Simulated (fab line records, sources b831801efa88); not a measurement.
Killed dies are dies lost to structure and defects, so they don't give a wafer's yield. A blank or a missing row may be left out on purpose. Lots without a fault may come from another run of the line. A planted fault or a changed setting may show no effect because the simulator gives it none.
Chamber matching | flow sky130 | SKY_POLY_GATE_ETCH_17 on rie_si-02: 4 sister chambers
The step etches poly-Si in HBr/Cl2, stops on SiO2, target depth 180 nm, time 70.5 s. 4 wafers are shown with their chamber, then 7 later ones without.

WAFERS WITH THEIR CHAMBER
wafer  | chamber | drypump_motor_current_A (A)
L740.6 | 0       | 5.6
L739.6 | 3       | 5.9
L747.1 | 1       | 5.5
L747.3 | 2       | 6.3

WAFERS WITHOUT THEIR CHAMBER
wafer  | drypump_motor_current_A (A)
L747.5 | 5.9
L748.4 | 6.3
L748.5 | 5.7
L748.6 | 5.9
L749.1 | 6.3
L749.2 | 5.5
L749.4 | 5.9

WHICH CHAMBER EACH WENT THROUGH
wafer  | from the rows above | in truth
L747.5 | 3                   | 3
L748.4 | 2                   | 2
L748.5 | 0                   | 0
L748.6 | 3                   | 3
L749.1 | 2                   | 2
L749.2 | 1                   | 1
L749.4 | 3                   | 3
Placed correctly: 7 of 7. Can't be placed from these rows: 0. Placed wrongly: 0.
How it was worked out, from the rows above alone: a wafer's distance from a chamber is the root of the sum, over the readings, of the square of ((its reading less the chamber's mean) divided by the reading's scatter). The wafer belongs to the nearest chamber; if the next one is less than 2 further off, it can't be placed. A chamber's mean is the mean of its shown wafers. The scatter: with one shown wafer a chamber, the root of the mean of the squares of how far each hidden wafer lies from its nearest shown one.
